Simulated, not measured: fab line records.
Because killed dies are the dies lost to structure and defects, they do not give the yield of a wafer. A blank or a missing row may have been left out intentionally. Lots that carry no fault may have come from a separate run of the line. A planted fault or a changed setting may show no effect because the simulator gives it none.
fab line records | flow sfq-line
record: lots: 14 | wafers: 42 | last-day: 89
route steps=325 shown I0@56 M5@205 R5@216 I5@238
lots that met no fault: taken from a fault-free run of the same line
start-h: hours from the record's opening day to when the first of the lot's shown wafers began | wait-h: hours elapsed since this lot's preceding step | " unchanged from the row above | L1.1+2: a single row standing in for several wafers | - no value present, or no start provided | * or withheld: withheld | < > ~ a bound
route shown NAME@n: NAME is a module with steps in the file, n the number in the route of the first one | usual: mean/standard deviation taken from wafers without a fault | same: alike in all rows | chamber/n: place in a boat | sites: each site's reading | _std_site: the standard deviation of these | _edge_site: mean of outer sites minus mean of inner sites | radius-mm: for every site, how far away it sits from the centre of the wafer | mask NAME#n: copy n | behind: the tool/chamber that last shaped the wafer | hold: cause of the lot's hold/its duration in hours/its outcome | device: whichever transistor did not switch (one of n, p or np) | end of line: tests run on the same wafers once the route is complete | for a step that has no rows: nothing shown but its recipe | killed: the dies lost at the first sort to structure and to defects; this is not the yield of the wafer | map: the dies of a wafer, with x for killed, . for not killed, _ for no die there
set.NAME: the setting that was run; set.NAME@STEP: the one run at that earlier step | model.NAME: the simulator's own value behind a step, which no gauge read
a sample of lots followed through the steps of the route, with each step as a table and each wafer as a row
services: from which hour (start-h, from the record's first day; less than 0 if before it) a tool's chamber was out of use, for how many hours, and why
== steps ==
step: SFQ_TRILAYER_I0_VIA_STRIP_STRIP_035
recipe: gas: O2 | power-w: 200 | platen-temp-c: 40 | overash-fraction: 0.65 | chemistry: O2 | pressure-mtorr: 50
usual: chamber-pressure-mTorr: 50.00/0.049 | drypump-motor-current-A: 5.55/0.25 | oes-product-au: 0.999/0.011
lot.wafer | tool         | chamber | start-h | wait-h | chamber-pressure-mTorr | drypump-motor-current-A | oes-product-au | rf-hours-counter-h
L560.1    | rie-metal-03 | 0       | 206.71  | -      | 50.06                  | 5.16                    | 0.992          | 115
L560.2    | "            | 1       | "       | "      | 50.03                  | 5.82                    | 1.003          | 27
L560.6    | "            | 0       | "       | "      | 49.98                  | 5.19                    | 1.010          | -
L563.1    | rie-metal-02 | 1       | 228.31  | -      | 50.04                  | 5.83                    | 0.995          | 59
L563.5    | "            | 1       | "       | "      | 50.05                  | 5.82                    | 1.001          | -
L563.6    | "            | 1       | "       | "      | 49.99                  | 5.82                    | 1.003          | -
L564.3    | rie-metal-03 | 0       | 238.21  | -      | 50.05                  | 5.16                    | 1.008          | -
L564.4    | "            | 1       | "       | "      | 50.03                  | 5.79                    | 1.008          | -
L564.6    | "            | 0       | "       | "      | 49.95                  | 5.14                    | 0.998          | -
L565.1    | rie-metal-02 | 0       | 255.29  | -      | 49.95                  | 5.20                    | 0.998          | 85
L565.3    | "            | 1       | "       | "      | 49.94                  | 5.84                    | 1.000          | -
L565.4    | "            | 0       | "       | "      | 49.99                  | 5.21                    | 0.995          | -
L566.1    | rie-metal-04 | 1       | 269.69  | -      | 49.92                  | 5.56                    | 1.001          | 93
L566.2    | "            | 0       | "       | "      | 50.04                  | 5.57                    | 0.992          | 186
L566.4    | "            | 1       | "       | "      | 50.00                  | 5.56                    | 0.992          | -
L567.4    | rie-metal-02 | 1       | 273.49  | -      | 50.04                  | 5.82                    | 0.996          | -
L567.5    | "            | 1       | "       | "      | 49.98                  | 5.82                    | 0.991          | -
L567.6    | "            | 0       | "       | "      | 49.91                  | 5.21                    | 0.994          | -
L568.2    | rie-metal-04 | 1       | 280.49  | -      | 49.99                  | 5.51                    | 0.982          | 95
L568.3    | "            | 0       | "       | "      | 49.98                  | 5.59                    | 0.984          | -
L568.4    | "            | 1       | "       | "      | 50.11                  | 5.54                    | 0.989          | -
L577.1    | rie-metal-02 | 0       | 353.95  | -      | 50.01                  | 5.22                    | 0.994          | 97
L577.4    | "            | 0       | "       | "      | 49.99                  | 5.21                    | 0.991          | -
L577.5    | "            | 0       | "       | "      | 49.95                  | 5.24                    | 0.996          | -
L578.2    | rie-metal-03 | 1       | 356.35  | -      | 49.97                  | 5.80                    | 1.004          | 54
L578.4    | "            | 1       | "       | "      | 49.99                  | 5.79                    | 1.003          | -
L578.6    | "            | 0       | "       | "      | 50.08                  | 5.15                    | 1.018          | -
L579.1    | rie-metal-02 | 1       | 366.37  | -      | 49.95                  | 5.82                    | 1.003          | 89
L579.2    | "            | 0       | "       | "      | 49.98                  | 5.20                    | 1.001          | 99
L579.5    | "            | 0       | "       | "      | 50.03                  | 5.21                    | 0.998          | -
L580.1    | rie-metal-02 | 0       | 374.77  | -      | 49.95                  | 5.22                    | 0.990          | 100
L580.2    | "            | 1       | "       | "      | 50.00                  | 5.81                    | 1.003          | 90
L580.5    | "            | 0       | "       | "      | 49.95                  | 5.21                    | 0.995          | -
L581.1    | rie-metal-04 | 0       | 377.17  | -      | 49.97                  | 5.60                    | 1.009          | 4
L581.3    | "            | 0       | "       | "      | 49.93                  | 5.57                    | 1.002          | -
L581.6    | "            | 1       | "       | "      | 49.94                  | 5.59                    | 0.991          | -
L582.1    | rie-metal-03 | 0       | 385.57  | -      | 50.06                  | 5.17                    | 1.020          | 146
L582.3    | "            | 1       | "       | "      | 50.04                  | 5.79                    | 1.008          | -
L582.4    | "            | 0       | "       | "      | 50.00                  | 5.13                    | 1.025          | -
L583.2    | rie-metal-03 | 1       | 395.17  | -      | 50.03                  | 5.80                    | 0.999          | 60
L583.4    | "            | 1       | "       | "      | 50.02                  | 5.78                    | 0.997          | -
L583.5    | "            | 0       | "       | "      | 50.08                  | 5.17                    | 1.003          | -
step: SFQ_TRILAYER_M5_BARC_OPEN_METAL_ETCH_161
recipe: mask-material: PR | chemistry: O2 | target-depth-nm: 125 | target: BARC | icp-w: 600 | bias-w: 80 | pressure-mtorr: 10 | time-s: 41.7
usual: bias-w: 79.95/0.24 | chamber-pressure-mTorr: 10.002/0.0082 | drypump-motor-current-A: 5.50/0.26 | oes-product-au: 0.685/0.005
lot.wafer | tool         | chamber | start-h | wait-h | bias-w | chamber-pressure-mTorr | drypump-motor-current-A | oes-product-au | rf-hours-counter-h
L560.1    | rie-metal-02 | 1       | 1154.04 | 0.0    | 80.23  | 9.999                  | 5.81                    | 0.689          | 30
L560.2    | "            | 0       | "       | "      | 80.04  | 10.000                 | 5.22                    | 0.679          | 49
L560.6    | "            | 1       | "       | "      | 79.77  | 9.992                  | 5.81                    | 0.691          | -
L563.1    | rie-metal-01 | 0       | 1161.04 | 0.0    | 79.70  | 9.992                  | 5.46                    | 0.686          | 82
L563.5    | "            | 0       | "       | "      | 79.82  | 10.016                 | 5.42                    | 0.683          | -
L563.6    | "            | 1       | "       | "      | 80.17  | 10.008                 | 5.62                    | 0.681          | -
L564.3    | rie-metal-02 | 1       | 1162.26 | 0.0    | 79.68  | 9.997                  | 5.81                    | 0.686          | -
L564.4    | "            | 0       | "       | "      | 80.11  | 9.990                  | 5.23                    | 0.678          | -
L564.6    | "            | 1       | "       | "      | 79.74  | 9.997                  | 5.81                    | 0.680          | -
L565.1    | rie-metal-01 | 1       | 1163.44 | 0.0    | 80.15  | 10.012                 | 5.58                    | 0.678          | 40
L565.3    | "            | 1       | "       | "      | 79.95  | 9.999                  | 5.54                    | 0.688          | -
L565.4    | "            | 0       | "       | "      | 79.79  | 9.994                  | 5.45                    | 0.683          | -
L566.1    | rie-metal-02 | 0       | 1218.09 | 0.0    | 79.93  | 10.002                 | 5.21                    | 0.683          | 58
L566.2    | "            | 1       | "       | "      | 79.93  | 10.002                 | 5.83                    | 0.690          | 39
L566.4    | "            | 0       | "       | "      | 79.98  | 10.005                 | 5.24                    | 0.682          | -
L567.4    | rie-metal-03 | 1       | 1242.60 | 0.0    | 79.71  | 9.995                  | 5.78                    | 0.676          | -
L567.5    | "            | 0       | "       | "      | 80.16  | 10.007                 | 5.12                    | 0.679          | -
L567.6    | "            | 1       | "       | "      | 79.50  | 10.005                 | 5.79                    | 0.687          | -
L568.2    | rie-metal-01 | 1       | 1249.67 | 0.0    | 80.13  | 9.995                  | 5.58                    | 0.687          | 51
L568.3    | "            | 1       | "       | "      | 80.08  | 9.998                  | 5.60                    | 0.683          | -
L568.4    | "            | 0       | "       | "      | 79.62  | 10.006                 | 5.40                    | 0.677          | -
L577.1    | rie-metal-03 | 0       | 1618.05 | 0.0    | 80.04  | 10.005                 | 5.15                    | 0.691          | 9
L577.4    | "            | 1       | "       | "      | 79.99  | 9.995                  | 5.81                    | 0.682          | -
L577.5    | "            | 1       | "       | "      | 80.06  | 9.992                  | 5.80                    | 0.688          | -
L578.2    | rie-metal-02 | 1       | 1619.25 | 0.0    | -      | -                      | -                       | -              | -
L578.4    | "            | 0       | "       | "      | -      | -                      | -                       | -              | -
L578.6    | "            | 1       | "       | "      | -      | -                      | -                       | -              | -
L579.1    | rie-metal-03 | 0       | 1636.82 | 0.0    | -      | -                      | -                       | -              | -
L579.2    | "            | 1       | "       | "      | -      | -                      | -                       | -              | -
L579.5    | "            | 0       | "       | "      | -      | -                      | -                       | -              | -
L580.1    | rie-metal-01 | 1       | 1646.55 | 0.0    | 80.31  | 10.022                 | 5.62                    | 0.687          | 102
L580.2    | "            | 0       | "       | "      | 79.77  | 9.997                  | 5.42                    | 0.686          | 14
L580.5    | "            | 0       | "       | "      | 79.93  | 10.005                 | 5.40                    | 0.683          | -
L581.1    | rie-metal-02 | 1       | 1647.75 | 0.0    | 79.57  | 9.997                  | 5.83                    | 0.682          | 94
L581.3    | "            | 1       | "       | "      | 79.95  | 10.004                 | 5.85                    | 0.690          | -
L581.6    | "            | 1       | "       | "      | 79.86  | 10.002                 | 5.83                    | 0.689          | -
L582.1    | rie-metal-02 | 1       | 1656.15 | 0.0    | 80.09  | 9.983                  | 5.83                    | 0.683          | 96
L582.3    | "            | 1       | "       | "      | 79.86  | 10.001                 | 5.81                    | 0.686          | -
L582.4    | "            | 0       | "       | "      | 79.88  | 10.013                 | 5.20                    | 0.683          | -
L583.2    | rie-metal-02 | 0       | 1659.75 | 0.0    | 79.46  | 9.979                  | 5.22                    | 0.686          | 113
L583.4    | "            | 0       | "       | "      | 79.58  | 10.017                 | 5.23                    | 0.683          | -
L583.5    | "            | 1       | "       | "      | 79.36  | 9.993                  | 5.82                    | 0.680          | -
step: SFQ_TRILAYER_M5_ETCH_METAL_ETCH_126
recipe: target: Nb | stop-on: SiO2 | mask-material: PR | over-etch-frac: 0.15 | time-s: 203.2 | chemistry: Cl2/BCl3 | target-depth-nm: 265 | icp-w: 600 | bias-w: 80 | pressure-mtorr: 10
usual: bias-w: 79.98/0.22 | chamber-pressure-mTorr: 10.000/0.0089 | drypump-motor-current-A: 5.51/0.26 | oes-product-au: 0.727/0.0069
lot.wafer | tool         | chamber | start-h | wait-h | bias-w | chamber-pressure-mTorr | drypump-motor-current-A | oes-product-au | rf-hours-counter-h
L560.1    | rie-metal-02 | 1       | 1154.10 | 0.0    | 79.95  | 9.998                  | 5.82                    | 0.717          | 30
L560.2    | "            | 0       | "       | "      | 80.06  | 10.003                 | 5.21                    | 0.722          | 49
L560.6    | "            | 1       | "       | "      | 79.91  | 9.999                  | 5.82                    | 0.724          | -
L563.1    | rie-metal-01 | 0       | 1161.10 | 0.0    | 79.67  | 9.999                  | 5.39                    | 0.723          | 82
L563.5    | "            | 0       | "       | "      | 79.71  | 9.995                  | 5.42                    | 0.723          | -
L563.6    | "            | 1       | "       | "      | 80.17  | 10.005                 | 5.63                    | 0.717          | -
L564.3    | rie-metal-02 | 1       | 1162.37 | 0.1    | 80.25  | 9.987                  | 5.83                    | 0.721          | -
L564.4    | "            | 0       | "       | "      | 79.67  | 9.988                  | 5.22                    | 0.725          | -
L564.6    | "            | 1       | "       | "      | 80.43  | 10.007                 | 5.84                    | 0.730          | -
L565.1    | rie-metal-01 | 1       | 1163.50 | 0.0    | 79.93  | 10.006                 | 5.62                    | 0.716          | 40
L565.3    | "            | 1       | "       | "      | 80.05  | 9.996                  | 5.60                    | 0.730          | -
L565.4    | "            | 0       | "       | "      | 79.63  | 9.989                  | 5.40                    | 0.729          | -
L566.1    | rie-metal-02 | 0       | 1218.15 | 0.0    | 79.81  | 10.022                 | 5.21                    | 0.717          | 58
L566.2    | "            | 1       | "       | "      | 79.58  | 10.018                 | 5.82                    | 0.716          | 39
L566.4    | "            | 0       | "       | "      | 79.76  | 9.997                  | 5.21                    | 0.714          | -
L567.4    | rie-metal-03 | 1       | 1242.70 | 0.1    | 80.28  | 10.002                 | 5.81                    | 0.719          | -
L567.5    | "            | 0       | "       | "      | 80.11  | 10.007                 | 5.16                    | 0.729          | -
L567.6    | "            | 1       | "       | "      | 79.58  | 9.995                  | 5.83                    | 0.725          | -
L568.2    | rie-metal-01 | 1       | 1249.73 | 0.0    | 79.86  | 9.989                  | 5.57                    | 0.742          | 51
L568.3    | "            | 1       | "       | "      | 79.57  | 9.991                  | 5.57                    | 0.727          | -
L568.4    | "            | 0       | "       | "      | 79.73  | 10.009                 | 5.42                    | 0.727          | -
L577.1    | rie-metal-03 | 0       | 1618.10 | 0.0    | 80.02  | 9.987                  | 5.17                    | 0.729          | 9
L577.4    | "            | 1       | "       | "      | 80.05  | 10.000                 | 5.79                    | 0.729          | -
L577.5    | "            | 1       | "       | "      | 79.43  | 10.003                 | 5.81                    | 0.737          | -
L578.2    | rie-metal-02 | 1       | 1619.30 | 0.0    | 80.15  | 9.997                  | 5.81                    | 0.379          | 90
L578.4    | "            | 0       | "       | "      | 79.76  | 10.002                 | 5.23                    | 0.374          | -
L578.6    | "            | 1       | "       | "      | 80.38  | 9.999                  | 5.83                    | 0.377          | -
L579.1    | rie-metal-03 | 0       | 1636.88 | 0.0    | 80.28  | 9.998                  | 5.17                    | 0.371          | 10
L579.2    | "            | 1       | "       | "      | 79.91  | 9.967                  | 5.80                    | 0.380          | 78
L579.5    | "            | 0       | "       | "      | 79.99  | 10.004                 | 5.15                    | 0.377          | -
L580.1    | rie-metal-01 | 1       | 1646.60 | 0.0    | 79.47  | 9.999                  | 5.56                    | 0.723          | 102
L580.2    | "            | 0       | "       | "      | 79.83  | 10.012                 | 5.42                    | 0.730          | 14
L580.5    | "            | 0       | "       | "      | 79.93  | 9.991                  | 5.41                    | 0.726          | -
L581.1    | rie-metal-02 | 1       | 1647.80 | 0.0    | 79.82  | 10.008                 | 5.82                    | 0.738          | 94
L581.3    | "            | 1       | "       | "      | 80.16  | 10.001                 | 5.82                    | 0.721          | -
L581.6    | "            | 1       | "       | "      | 79.91  | 9.995                  | 5.81                    | 0.733          | -
L582.1    | rie-metal-02 | 1       | 1656.20 | 0.0    | 79.92  | 9.977                  | 5.83                    | 0.722          | 96
L582.3    | "            | 1       | "       | "      | 79.75  | 9.995                  | 5.82                    | 0.719          | -
L582.4    | "            | 0       | "       | "      | 80.14  | 9.990                  | 5.22                    | 0.719          | -
L583.2    | rie-metal-02 | 0       | 1659.80 | 0.0    | 80.13  | 9.992                  | 5.21                    | 0.728          | 113
L583.4    | "            | 0       | "       | "      | 80.30  | 10.011                 | 5.23                    | 0.728          | -
L583.5    | "            | 1       | "       | "      | 79.83  | 10.002                 | 5.82                    | 0.730          | -
step: SFQ_R5_THK_MEAS_934
recipe: thk-meas-gauge: xrf | reads: MoNx_of_TRILAYER_R5_DEP_SPUTTER_133
usual: R5_MONX_THK: 39.6/0.48
lot.wafer | tool          | chamber | start-h | wait-h | R5_MONX_THK[nm]
L560.1    | film-metro-03 | -       | 1179.18 | 0.1    | 39.0
L560.2    | "             | -       | "       | "      | 39.1
L560.6    | "             | -       | "       | "      | 39.7
L563.1    | film-metro-01 | -       | 1190.51 | 0.1    | 40.0
L563.5    | "             | -       | "       | "      | 39.5
L563.6    | "             | -       | "       | "      | 39.9
L564.3    | film-metro-01 | -       | 1191.20 | 0.1    | 38.7
L564.4    | "             | -       | "       | "      | 38.8
L564.6    | "             | -       | "       | "      | 39.1
L565.1    | film-metro-01 | -       | 1194.18 | 0.1    | 40.2
L565.3    | "             | -       | "       | "      | 39.5
L565.4    | "             | -       | "       | "      | 40.2
L566.1    | film-metro-04 | -       | 1238.94 | 0.1    | 39.3
L566.2    | "             | -       | "       | "      | 39.4
L566.4    | "             | -       | "       | "      | 39.3
L567.4    | film-metro-03 | -       | 1257.59 | 0.1    | 39.9
L567.5    | "             | -       | "       | "      | 40.0
L567.6    | "             | -       | "       | "      | 40.6
L568.2    | film-metro-04 | -       | 1266.57 | 0.1    | 39.8
L568.3    | "             | -       | "       | "      | 38.9
L568.4    | "             | -       | "       | "      | 38.8
L577.1    | film-metro-01 | -       | 1624.11 | 0.1    | 39.3
L577.4    | "             | -       | "       | "      | 39.1
L577.5    | "             | -       | "       | "      | 39.7
L578.2    | film-metro-03 | -       | 1625.32 | 0.1    | 39.4
L578.4    | "             | -       | "       | "      | 39.0
L578.6    | "             | -       | "       | "      | 39.7
L579.1    | film-metro-04 | -       | 1642.35 | 0.1    | 40.1
L579.2    | "             | -       | "       | "      | 39.3
L579.5    | "             | -       | "       | "      | 39.5
L580.1    | film-metro-03 | -       | 1652.25 | 0.1    | 40.4
L580.2    | "             | -       | "       | "      | 40.5
L580.5    | "             | -       | "       | "      | 40.0
L581.1    | film-metro-01 | -       | 1653.80 | 0.1    | 39.4
L581.3    | "             | -       | "       | "      | 39.8
L581.6    | "             | -       | "       | "      | 40.1
L582.1    | film-metro-03 | -       | 1662.20 | 0.1    | 39.5
L582.3    | "             | -       | "       | "      | 39.8
L582.4    | "             | -       | "       | "      | 38.9
L583.2    | film-metro-03 | -       | 1666.41 | 0.1    | 39.6
L583.4    | "             | -       | "       | "      | 39.5
L583.5    | "             | -       | "       | "      | 38.9
step: SFQ_TRILAYER_R5_LITHO_EXPOSE_137
recipe: mask-id: R5 | na: 0.6 | source-shape: conventional | sigma-outer: 0.65 | target-cd-nm: 500 | dose-mj: 14.4
usual: exposure-dose-mJ-cm2: 14.399/0.015 | focus-offset-nm: -0.2/0.55
lot.wafer | tool           | chamber | start-h | wait-h | mask | exposure-dose-mJ-cm2 | focus-offset-nm
L560.1    | krf-scanner-01 | 0       | 1309.33 | -      | R5#0 | 14.405               | 0.4
L560.2    | "              | 0       | "       | "      | R5#0 | 14.413               | -0.6
L560.6    | "              | 0       | "       | "      | R5#0 | 14.395               | 0.2
L563.1    | krf-scanner-02 | 0       | 1325.05 | -      | R5#0 | 14.396               | 0.4
L563.5    | "              | 0       | "       | "      | R5#0 | 14.394               | -0.1
L563.6    | "              | 0       | "       | "      | R5#0 | 14.415               | 0.1
L564.3    | krf-scanner-01 | 0       | 1328.92 | -      | R5#0 | 14.415               | 0.3
L564.4    | "              | 0       | "       | "      | R5#0 | 14.418               | 0.3
L564.6    | "              | 0       | "       | "      | R5#0 | 14.433               | 0.2
L565.1    | krf-scanner-01 | 0       | 1332.12 | -      | R5#0 | 14.382               | 0.3
L565.3    | "              | 0       | "       | "      | R5#0 | 14.371               | -1.1
L565.4    | "              | 0       | "       | "      | R5#0 | 14.362               | -0.6
L566.1    | krf-scanner-02 | 0       | 1379.79 | -      | R5#0 | 14.392               | 0.6
L566.2    | "              | 0       | "       | "      | R5#0 | 14.398               | 0.2
L566.4    | "              | 0       | "       | "      | R5#0 | 14.423               | 0.2
L567.4    | krf-scanner-01 | 0       | 1397.33 | -      | R5#0 | 14.403               | 0.4
L567.5    | "              | 0       | "       | "      | R5#0 | 14.401               | 0.7
L567.6    | "              | 0       | "       | "      | R5#0 | 14.431               | -0.7
L568.2    | krf-scanner-01 | 0       | 1406.53 | -      | R5#0 | 14.371               | -0.3
L568.3    | "              | 0       | "       | "      | R5#0 | 14.404               | 0.3
L568.4    | "              | 0       | "       | "      | R5#0 | 14.392               | -0.6
L577.1    | krf-scanner-01 | 0       | 1627.30 | -      | R5#0 | 14.388               | 0.2
L577.4    | "              | 0       | "       | "      | R5#0 | 14.405               | 0.4
L577.5    | "              | 0       | "       | "      | R5#0 | 14.404               | 0.4
L578.2    | krf-scanner-01 | -       | 1628.70 | -      | R5#0 | -                    | -
L578.4    | "              | -       | "       | "      | R5#0 | -                    | -
L578.6    | "              | -       | "       | "      | R5#0 | -                    | -
L579.1    | krf-scanner-02 | -       | 1643.29 | -      | R5#0 | -                    | -
L579.2    | "              | -       | "       | "      | R5#0 | -                    | -
L579.5    | "              | -       | "       | "      | R5#0 | -                    | -
L580.1    | krf-scanner-02 | 0       | 1653.06 | -      | R5#0 | 14.399               | 0.1
L580.2    | "              | 0       | "       | "      | R5#0 | 14.415               | -0.5
L580.5    | "              | 0       | "       | "      | R5#0 | 14.420               | -0.4
L581.1    | krf-scanner-02 | 0       | 1655.01 | -      | R5#0 | 14.404               | -0.1
L581.3    | "              | 0       | "       | "      | R5#0 | 14.407               | -0.2
L581.6    | "              | 0       | "       | "      | R5#0 | 14.390               | -0.8
L582.1    | krf-scanner-02 | 0       | 1666.53 | -      | R5#0 | 14.404               | -0.1
L582.3    | "              | 0       | "       | "      | R5#0 | 14.382               | -0.4
L582.4    | "              | 0       | "       | "      | R5#0 | 14.392               | -0.4
L583.2    | krf-scanner-02 | 0       | 1667.93 | -      | R5#0 | 14.396               | -0.3
L583.4    | "              | 0       | "       | "      | R5#0 | 14.385               | -0.9
L583.5    | "              | 0       | "       | "      | R5#0 | 14.373               | 0.2
step: SFQ_TRILAYER_I5_STRIP_STRIP_148
recipe: gas: O2 | power-w: 200 | platen-temp-c: 40 | overash-fraction: 0.65 | chemistry: O2 | pressure-mtorr: 50
usual: chamber-pressure-mTorr: 50.00/0.045 | drypump-motor-current-A: 5.53/0.26 | oes-product-au: 1.003/0.0089
lot.wafer | tool         | chamber | start-h | wait-h | chamber-pressure-mTorr | drypump-motor-current-A | oes-product-au | rf-hours-counter-h
L560.1    | rie-metal-03 | 1       | 1314.28 | -      | 49.99                  | 5.80                    | 0.987          | 41
L560.2    | "            | 0       | "       | "      | 49.95                  | 5.17                    | 0.999          | 108
L560.6    | "            | 1       | "       | "      | 50.02                  | 5.80                    | 1.009          | -
L563.1    | rie-metal-03 | 1       | 1330.18 | -      | 50.03                  | 5.82                    | 1.001          | 43
L563.5    | "            | 0       | "       | "      | 50.01                  | 5.17                    | 1.011          | -
L563.6    | "            | 1       | "       | "      | 50.05                  | 5.79                    | 0.993          | -
L564.3    | rie-metal-03 | 0       | 1333.65 | -      | 50.01                  | 5.14                    | 1.006          | -
L564.4    | "            | 1       | "       | "      | 50.00                  | 5.80                    | 0.995          | -
L564.6    | "            | 0       | "       | "      | 49.97                  | 5.17                    | 1.009          | -
L565.1    | rie-metal-03 | 1       | 1337.36 | -      | 50.01                  | 5.81                    | 0.998          | 44
L565.3    | "            | 0       | "       | "      | 50.06                  | 5.18                    | 1.004          | -
L565.4    | "            | 1       | "       | "      | 50.01                  | 5.80                    | 1.002          | -
L566.1    | rie-metal-02 | 1       | 1400.72 | -      | 49.94                  | 5.82                    | 0.999          | 63
L566.2    | "            | 0       | "       | "      | 49.90                  | 5.22                    | 1.011          | 82
L566.4    | "            | 0       | "       | "      | 50.01                  | 5.22                    | 1.003          | -
L567.4    | rie-metal-03 | 1       | 1403.32 | -      | 50.06                  | 5.81                    | 1.003          | -
L567.5    | "            | 1       | "       | "      | 49.98                  | 5.78                    | 1.007          | -
L567.6    | "            | 0       | "       | "      | 49.97                  | 5.16                    | 0.997          | -
L568.2    | rie-metal-04 | 0       | 1411.27 | -      | 49.96                  | 5.57                    | 1.005          | 15
L568.3    | "            | 1       | "       | "      | 50.02                  | 5.53                    | 0.978          | -
L568.4    | "            | 0       | "       | "      | 50.00                  | 5.58                    | 0.990          | -
L577.1    | rie-metal-04 | 1       | 1756.37 | -      | 49.95                  | 5.58                    | 0.997          | 6
L577.4    | "            | 0       | "       | "      | 49.98                  | 5.58                    | 1.007          | -
L577.5    | "            | 0       | "       | "      | 50.04                  | 5.58                    | 0.999          | -
L578.2    | rie-metal-03 | 0       | 1757.77 | -      | 49.96                  | 5.18                    | 1.015          | -
L578.4    | "            | 0       | "       | "      | 49.93                  | 5.17                    | 1.015          | -
L578.6    | "            | 0       | "       | "      | 49.95                  | 5.14                    | 1.021          | -
L579.1    | rie-metal-04 | 1       | 1769.57 | -      | 49.99                  | 5.53                    | 0.998          | 7
L579.2    | "            | 0       | "       | "      | 50.00                  | 5.60                    | 1.007          | 57
L579.5    | "            | 0       | "       | "      | 50.00                  | 5.59                    | 1.007          | -
L580.1    | rie-metal-04 | 0       | 1779.17 | -      | 49.90                  | 5.60                    | 1.004          | 58
L580.2    | "            | 1       | "       | "      | 49.98                  | 5.55                    | 0.995          | 8
L580.5    | "            | 1       | "       | "      | 50.05                  | 5.54                    | 0.998          | -
L581.1    | rie-metal-02 | 1       | 1780.37 | -      | 50.08                  | 5.82                    | 1.000          | 114
L581.3    | "            | 0       | "       | "      | 49.98                  | 5.21                    | 0.992          | -
L581.6    | "            | 0       | "       | "      | 49.92                  | 5.22                    | 0.997          | -
L582.1    | rie-metal-02 | 1       | 1789.97 | -      | 49.89                  | 5.82                    | 1.016          | 115
L582.3    | "            | 0       | "       | "      | 49.94                  | 5.23                    | 0.998          | -
L582.4    | "            | 1       | "       | "      | 49.97                  | 5.83                    | 1.012          | -
L583.2    | rie-metal-02 | 0       | 1793.57 | -      | 50.07                  | 5.22                    | 1.001          | 7
L583.4    | "            | 1       | "       | "      | 49.96                  | 5.83                    | 1.004          | -
L583.5    | "            | 0       | "       | "      | 49.90                  | 5.23                    | 1.009          | -
== services ==
tool         | chamber | start-h | hours | kind
rie-metal-02 | 0       | 225.87  | 27.9  | repair
rie-metal-03 | 1       | 245.12  | 2.7   | repair
rie-metal-02 | 0       | 278.45  | 27.7  | repair
rie-metal-02 | -       | 367.95  | 0.2   | repair
rie-metal-02 | -       | 446.38  | 1.4   | pm
rie-metal-02 | -       | 477.06  | 2.8   | pm
rie-metal-03 | 1       | 481.93  | 2.7   | repair
rie-metal-02 | -       | 492.57  | 2.2   | repair
rie-metal-03 | -       | 498.56  | 2.8   | pm
rie-metal-02 | -       | 580.08  | 14.6  | pm
rie-metal-02 | 0       | 821.26  | 1.5   | repair
rie-metal-03 | 0       | 926.12  | 20.8  | repair
rie-metal-02 | 0       | 937.10  | 4.1   | repair
rie-metal-02 | -       | 999.87  | 0.5   | repair
rie-metal-03 | 0       | 1004.55 | 1.2   | repair
rie-metal-02 | 1       | 1075.55 | 18.5  | repair
rie-metal-02 | -       | 1104.99 | 5.5   | repair
rie-metal-02 | -       | 1298.99 | 0.2   | repair
rie-metal-02 | 0       | 1361.22 | 2.4   | repair
rie-metal-02 | 1       | 1387.53 | 2.1   | repair
rie-metal-02 | 0       | 1476.11 | 10.8  | repair
rie-metal-03 | -       | 1493.70 | 1.4   | pm
rie-metal-02 | -       | 1576.83 | 2.8   | pm
rie-metal-03 | -       | 1598.56 | 2.8   | pm
== key ==
first-sign: step: SFQ_TRILAYER_M5_BARC_OPEN_METAL_ETCH_161 | reading: tool-record | direction: missing
effect: step: SFQ_TRILAYER_M5_ETCH_METAL_ETCH_126 | reading: oes-product-au | direction: down | sigmas: 51 | usual: 0.727 | struck: 0.376
effect: step: SFQ_TRILAYER_R5_LITHO_EXPOSE_137 | reading: tool-record | direction: missing
met-at SFQ_TRILAYER_M5_BARC_OPEN_METAL_ETCH_161
struck-lots L578,L579
not-acting-at SFQ_TRILAYER_I0_VIA_STRIP_STRIP_035,SFQ_R5_THK_MEAS_934,SFQ_TRILAYER_I5_STRIP_STRIP_148
onset-between 1618.05 1619.25
earlier-fault: kind: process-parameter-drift | tool: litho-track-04 | chamber: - | onset-h: 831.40 | steps: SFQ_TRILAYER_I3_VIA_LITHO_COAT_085 | channel: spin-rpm | offset: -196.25 | shape: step | end-h: 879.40 | acts-in: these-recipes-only | stated: 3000
fault: kind: skipped-step-whole | tool: rie-metal-02,rie-metal-03 | chamber: - | onset-h: 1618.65 | steps: SFQ_TRILAYER_M5_BARC_OPEN_METAL_ETCH_161 | scope: struck-lots-only
